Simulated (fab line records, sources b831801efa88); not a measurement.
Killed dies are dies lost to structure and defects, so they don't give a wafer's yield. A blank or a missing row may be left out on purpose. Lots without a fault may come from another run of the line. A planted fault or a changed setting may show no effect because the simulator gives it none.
Which tool did it? | flow sky130 | 13 lots, 39 wafers sampled, at 5 steps of a route of 708

WHAT THE GAUGES READ, wafer by wafer
SKY_NWELL_TW_MEAS_26.
lot  | measured     | on            | NWELL_2_TW
L850 | day 5 09:19  | film_metro-01 | 493 489 490
L851 | day 5 15:19  | film_metro-01 | 495 492 494
L852 | day 5 19:48  | film_metro-04 | 490 490 490
L860 | day 7 21:56  | film_metro-02 | 513 512 511
L861 | day 8 00:34  | film_metro-04 | 509 507 510
L862 | day 8 11:02  | film_metro-02 | 497 496 496
L865 | day 8 23:53  | film_metro-04 | 497 495 495
L868 | day 10 02:32 | film_metro-04 | 491 491 493
L869 | day 10 06:08 | film_metro-01 | 489 488 485
L870 | day 10 11:23 | film_metro-02 | 500 500 501
L871 | day 10 20:55 | film_metro-04 | 491 492 494
L872 | day 11 02:11 | film_metro-04 | 493 491 491
L873 | day 11 05:32 | film_metro-04 | 493 494 493

SKY_GATE_OXIDE_THK_MEAS_02.
lot  | measured     | on            | GATE_OXIDE_OXIDATION_00_THK (nm)
L850 | day 13 05:18 | film_metro-01 | 10.38 10.24 10.33
L851 | day 13 05:17 | film_metro-02 | 10.10 10.15 10.03
L852 | day 13 14:53 | film_metro-02 | 10.27 10.28 10.30
L860 | day 16 03:23 | film_metro-01 | 10.15 10.19 10.28
L861 | day 16 07:29 | film_metro-02 | 10.30 10.21 10.32
L862 | day 17 00:38 | film_metro-02 | 9.90 9.95 10.08
L865 | day 17 12:04 | film_metro-01 | 9.98 10.05 9.83
L868 | day 19 03:05 | film_metro-02 | 10.37 10.36 10.44
L869 | day 19 11:05 | film_metro-04 | 10.44 10.45 10.58
L870 | day 19 15:00 | film_metro-01 | 10.49 10.28 10.58
L871 | day 20 06:44 | film_metro-01 | 10.32 10.32 10.45
L872 | day 20 10:41 | film_metro-04 | 10.30 10.01 10.12
L873 | day 20 14:39 | film_metro-04 | 10.23 10.15 10.26

SKY_LI_CONTACT_BOW_MEAS_03.
lot  | measured     | on            | LI_CONTACT_BOW (um)
L850 | day 28 14:30 | film_metro-03 | 56 60 44
L851 | day 28 15:31 | film_metro-02 | 63 62 67
L852 | day 28 22:00 | film_metro-03 | 63 65 62
L860 | day 31 09:21 | film_metro-02 | 50 62 50
L861 | day 31 18:28 | film_metro-02 | 58 62 50
L862 | day 32 03:40 | film_metro-03 | 48 55 48
L865 | day 32 11:20 | film_metro-03 | 59 63 76
L868 | day 34 00:21 | film_metro-01 | 64 49 63
L869 | day 34 07:39 | film_metro-03 | 51 53 62
L870 | day 34 08:03 | film_metro-02 | 56 69 55
L871 | day 35 01:37 | film_metro-01 | 56 72 61
L872 | day 35 04:18 | film_metro-01 | 53 50 44
L873 | day 35 05:28 | film_metro-01 | 70 47 57

SKY_LOCAL_INTERCONNECT_RS_MEAS_01: measures by four-point-probe.
lot  | measured     | on            | LOCAL_INTERCONNECT_TIN_RS (ohm/sq)
L850 | day 29 20:11 | film_metro-01 | 13.77 13.73 13.85
L851 | day 29 20:55 | film_metro-03 | 13.91 14.24 14.26
L852 | day 30 03:08 | film_metro-04 | 14.02 13.91 13.92
L860 | day 32 13:25 | film_metro-01 | 13.83 13.79 13.83
L861 | day 32 22:26 | film_metro-04 | 13.99 14.01 14.09
L862 | day 33 07:10 | film_metro-01 | 13.93 14.02 14.15
L865 | day 33 15:13 | film_metro-03 | 14.10 13.83 14.11
L868 | day 35 04:31 | film_metro-01 | 14.09 14.16 14.20
L869 | day 35 11:27 | film_metro-04 | 13.98 13.99 14.12
L870 | day 35 11:29 | film_metro-01 | 13.91 13.96 14.00
L871 | day 36 04:32 | film_metro-03 | 14.56 14.06 14.27
L872 | day 36 07:27 | film_metro-03 | 14.12 14.11 14.07
L873 | day 36 09:07 | film_metro-04 | 13.80 13.95 13.64

WHICH TOOL RAN EACH LOT (tool, then ch and the chambers of the sampled wafers, then the start)
lot  | SKY_NWELL_IMPLANT_24
L850 | implanter-03 ch 0, day 5 09:05
L851 | implanter-02 ch 0, day 5 15:04
L852 | implanter-02 ch 0, day 5 19:34
L860 | implanter-02 ch 0, day 7 21:43
L861 | implanter-02 ch 0, day 8 00:19
L862 | implanter-03 ch 0, day 8 10:49
L865 | implanter-03 ch 0, day 8 23:38
L868 | implanter-01 ch 0, day 10 02:17
L869 | implanter-01 ch 0, day 10 05:55
L870 | implanter-01 ch 0, day 10 11:08
L871 | implanter-01 ch 0, day 10 20:40
L872 | implanter-01 ch 0, day 11 01:56
L873 | implanter-02 ch 0, day 11 05:17
- SKY_NWELL_IMPLANT_24

WHAT THE TOOLS THEMSELVES READ (means of the sampled wafers that have a number; where no wafer has one, the mark that the record gives instead)
SKY_NWELL_IMPLANT_24.
lot  | tool         | dose_ions_cm2 | faraday_current_uA
L850 | implanter-03 | 9.188e+12     | 52.2
L851 | implanter-02 | 9.192e+12     | 50.9
L852 | implanter-02 | 9.184e+12     | 51.9
L860 | implanter-02 | 9.921e+12     | 55.3
L861 | implanter-02 | 9.926e+12     | 55.5
L862 | implanter-03 | 9.200e+12     | 51.2
L865 | implanter-03 | 9.192e+12     | 52.2
L868 | implanter-01 | 9.200e+12     | 53.8
L869 | implanter-01 | 9.206e+12     | 51.3
L870 | implanter-01 | 9.188e+12     | 53.3
L871 | implanter-01 | 9.201e+12     | 51.8
L872 | implanter-01 | 9.203e+12     | 52.5
L873 | implanter-02 | 9.192e+12     | 52.6

THE ANSWER, worked out from the rows above alone
Rule: what is usual is taken from the lots themselves. Put in order of their means at a reading, lots are off if they are a third of the lots or fewer, leave a main group of 4 or more, and stand apart from it by a gap of 3 or more times the standard deviation of the main group's means; of several such gaps the widest counts. A main group whose means are all the same, to the digits that the tables above print for the reading, isn't used. A lot without any number at a reading at which 4 lots or more have one is off too. The other lots that the step has rows for count as sound. The gauges are gone through in route order, then the tools' own readings, and for those a lot's mean is taken as printed above. The first step at which some lot is off is used, and at that step the reading that is off furthest; a lot without a number counts as furthest.
Off: L860, L861, at SKY_NWELL_IMPLANT_24 (dose_ions_cm2). The main group: mean 9.195e+12, standard deviation 6.9e+09.
A tool fits if, at that step or a process step before it, it ran every lot that is off, and no sound lot after the first of them. None of those tried fits.

WHAT THE SIMULATOR HAD PUT IN
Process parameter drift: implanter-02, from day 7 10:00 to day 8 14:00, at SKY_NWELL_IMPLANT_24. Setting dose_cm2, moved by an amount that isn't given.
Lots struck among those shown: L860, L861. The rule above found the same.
